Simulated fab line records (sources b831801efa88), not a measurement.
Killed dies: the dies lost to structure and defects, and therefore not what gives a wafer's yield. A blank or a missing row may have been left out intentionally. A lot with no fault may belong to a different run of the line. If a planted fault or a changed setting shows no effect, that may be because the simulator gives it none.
Which of the tools did it? :: flow sfqLine :: 14 lots with 42 wafers sampled at 3 steps, on a route of 325 steps

WHAT EACH GAUGE READ, for each wafer
SFQ_I0_BOW_MEAS_907.
lot: L284
measured: day 11 23:33
on: filmMetro-02
I0_BOW (um): -2 1 -3

lot: L285
measured: day 12 04:20
on: filmMetro-01
I0_BOW (um): -1 7 -2

lot: L286
measured: day 12 15:44
on: filmMetro-02
I0_BOW (um): -8 5 10

lot: L289
measured: day 14 09:56
on: filmMetro-04
I0_BOW (um): 2 5 11

lot: L290
measured: day 14 18:53
on: filmMetro-01
I0_BOW (um): -12 -5 -11

lot: L291
measured: day 15 03:55
on: filmMetro-01
I0_BOW (um): 3 20 3

lot: L293
measured: day 16 07:46
on: filmMetro-04
I0_BOW (um): -7 -10 -7

lot: L294
measured: day 16 13:45
on: filmMetro-02
I0_BOW (um): -13 0 9

lot: L302
measured: day 18 20:01
on: filmMetro-01
I0_BOW (um): 8 0 -11

lot: L303
measured: day 19 12:14
on: filmMetro-04
I0_BOW (um): 7 -1 9

lot: L304
measured: day 20 06:02
on: filmMetro-04
I0_BOW (um): 18 5 5

lot: L305
measured: day 20 13:29
on: filmMetro-02
I0_BOW (um): -7 4 4

lot: L306
measured: day 21 01:14
on: filmMetro-02
I0_BOW (um): -9 -1 3

lot: L307
measured: day 21 12:56
on: filmMetro-02
I0_BOW (um): 0 0 4

SFQ_I1_BOW_MEAS_912.
lot: L284
measured: day 24 04:58
on: filmMetro-03
I1_BOW (um): -3 3 -2

lot: L285
measured: day 24 13:17
on: filmMetro-01
I1_BOW (um): 0 8 -1

lot: L286
measured: day 25 11:29
on: filmMetro-02
I1_BOW (um): -11 2 8

lot: L289
measured: day 27 02:02
on: filmMetro-03
I1_BOW (um): -2 1 8

lot: L290
measured: day 27 11:19
on: filmMetro-01
I1_BOW (um): -7 1 -4

lot: L291
measured: day 27 21:49
on: filmMetro-01
I1_BOW (um): 4 21 4

lot: L293
measured: day 29 05:44
on: filmMetro-02
I1_BOW (um): -2 -7 -4

lot: L294
measured: day 29 20:43
on: filmMetro-03
I1_BOW (um): -10 3 11

lot: L302
measured: day 32 14:19
on: filmMetro-01
I1_BOW (um): 5 -2 -14

lot: L303
measured: day 33 02:18
on: filmMetro-03
I1_BOW (um): 8 1 11

lot: L304
measured: day 33 17:34
on: filmMetro-01
I1_BOW (um): 21 8 8

lot: L305
measured: day 33 20:32
on: filmMetro-01
I1_BOW (um): -2 8 8

lot: L306
measured: day 34 09:40
on: filmMetro-02
I1_BOW (um): -5 4 8

lot: L307
measured: day 34 20:32
on: filmMetro-03
I1_BOW (um): 7 3 8

EACH LOT AND THE TOOL THAT RAN IT (in order: tool; ch and the chambers of the sampled wafers; start)
lot: L284
SFQ_TRILAYER_I1_DEP_PECVD_045: pecvd-02 ch 0,1, day 24 01:53

lot: L285
SFQ_TRILAYER_I1_DEP_PECVD_045: pecvd-02 ch 0,1, day 24 10:13

lot: L286
SFQ_TRILAYER_I1_DEP_PECVD_045: pecvd-02 ch 1,2, day 25 06:07

lot: L289
SFQ_TRILAYER_I1_DEP_PECVD_045: pecvd-04 ch 0,1,2, day 26 22:56

lot: L290
SFQ_TRILAYER_I1_DEP_PECVD_045: pecvd-02 ch 0,1,2, day 27 08:14

lot: L291
SFQ_TRILAYER_I1_DEP_PECVD_045: pecvd-04 ch 0,1, day 27 18:07

lot: L293
SFQ_TRILAYER_I1_DEP_PECVD_045: pecvd-02 ch 0,2, day 29 02:39

lot: L294
SFQ_TRILAYER_I1_DEP_PECVD_045: pecvd-01 ch 0,1,2, day 29 15:25

lot: L302
SFQ_TRILAYER_I1_DEP_PECVD_045: pecvd-01 ch 0,1,2, day 32 10:38

lot: L303
SFQ_TRILAYER_I1_DEP_PECVD_045: pecvd-02 ch 0,1,2, day 32 21:25

lot: L304
SFQ_TRILAYER_I1_DEP_PECVD_045: pecvd-01 ch 0,1,2, day 33 14:27

lot: L305
SFQ_TRILAYER_I1_DEP_PECVD_045: pecvd-02 ch 0,1, day 33 16:51

lot: L306
SFQ_TRILAYER_I1_DEP_PECVD_045: pecvd-04 ch 0,1,2, day 34 06:03

lot: L307
SFQ_TRILAYER_I1_DEP_PECVD_045: pecvd-04 ch 0,1, day 34 14:27
- SFQ_TRILAYER_I1_DEP_PECVD_045: deposits SiO2 from SiH4/N2O, time 111.11 s, target thk 500 nm.

WHAT THE TOOLS THEMSELVES READ (means of the sampled wafers that have a number; where no wafer has one, the mark that the record gives instead)
SFQ_TRILAYER_I1_DEP_PECVD_045.
lot: L284
tool: pecvd-02
chamberPressureTorr (Torr): 2.398
heaterPowerOuterW (W): 41
heaterPowerW (W): 96
throttleValvePct (%): 25.8

lot: L285
tool: pecvd-02
chamberPressureTorr (Torr): 2.402
heaterPowerOuterW (W): 45
heaterPowerW (W): 99
throttleValvePct (%): 25.8

lot: L286
tool: pecvd-02
chamberPressureTorr (Torr): 2.403
heaterPowerOuterW (W): 46
heaterPowerW (W): 107
throttleValvePct (%): 23.6

lot: L289
tool: pecvd-04
chamberPressureTorr (Torr): 2.401
heaterPowerOuterW (W): 28
heaterPowerW (W): 81
throttleValvePct (%): 25.1

lot: L290
tool: pecvd-02
chamberPressureTorr (Torr): 2.400
heaterPowerOuterW (W): 44
heaterPowerW (W): 103
throttleValvePct (%): 23.6

lot: L291
tool: pecvd-04
chamberPressureTorr (Torr): 2.404
heaterPowerOuterW (W): 34
heaterPowerW (W): 91
throttleValvePct (%): 24.7

lot: L293
tool: pecvd-02
chamberPressureTorr (Torr): 2.396
heaterPowerOuterW (W): 39
heaterPowerW (W): 98
throttleValvePct (%): 23.9

lot: L294
tool: pecvd-01
chamberPressureTorr (Torr): 2.401
heaterPowerOuterW (W): 35
heaterPowerW (W): 96
throttleValvePct (%): 24.7

lot: L302
tool: pecvd-01
chamberPressureTorr (Torr): 2.399
heaterPowerOuterW (W): 29
heaterPowerW (W): 89
throttleValvePct (%): 24.9

lot: L303
tool: pecvd-02
chamberPressureTorr (Torr): 2.402
heaterPowerOuterW (W): 40
heaterPowerW (W): 97
throttleValvePct (%): 24.1

lot: L304
tool: pecvd-01
chamberPressureTorr (Torr): 2.399
heaterPowerOuterW (W): 34
heaterPowerW (W): 96
throttleValvePct (%): 25.0

lot: L305
tool: pecvd-02
chamberPressureTorr (Torr): 2.399
heaterPowerOuterW (W): 34
heaterPowerW (W): 86
throttleValvePct (%): 23.9

lot: L306
tool: pecvd-04
chamberPressureTorr (Torr): 2.404
heaterPowerOuterW (W): 36
heaterPowerW (W): 91
throttleValvePct (%): 25.3

lot: L307
tool: pecvd-04
chamberPressureTorr (Torr): 2.406
heaterPowerOuterW (W): 27
heaterPowerW (W): 82
throttleValvePct (%): 25.1

THE ANSWER, worked out from the rows above alone
Rule: the lots themselves supply what counts as usual. The widest of any qualifying gaps counts: lots, ordered by their means at a reading, are off when they make up no more than a third of the lots, leave a main group of 4 or more, and stand apart from it by 3 or more times the standard deviation of that group's means. If all means in a main group match to the digits the tables above print for the reading, that group is not used. Also off: a lot with no number at a reading for which 4 or more lots have one. The other lots that the step has rows for count as sound. After the gauges, taken in route order, come the tools' own readings; for these a lot's mean is taken, as printed above. At the first step where some lot is off, the reading lying furthest off is the one used; lots without a number count as furthest.
No lot is off at any reading shown: from this, nothing can be told.

WHAT THE SIMULATOR HAD INSERTED
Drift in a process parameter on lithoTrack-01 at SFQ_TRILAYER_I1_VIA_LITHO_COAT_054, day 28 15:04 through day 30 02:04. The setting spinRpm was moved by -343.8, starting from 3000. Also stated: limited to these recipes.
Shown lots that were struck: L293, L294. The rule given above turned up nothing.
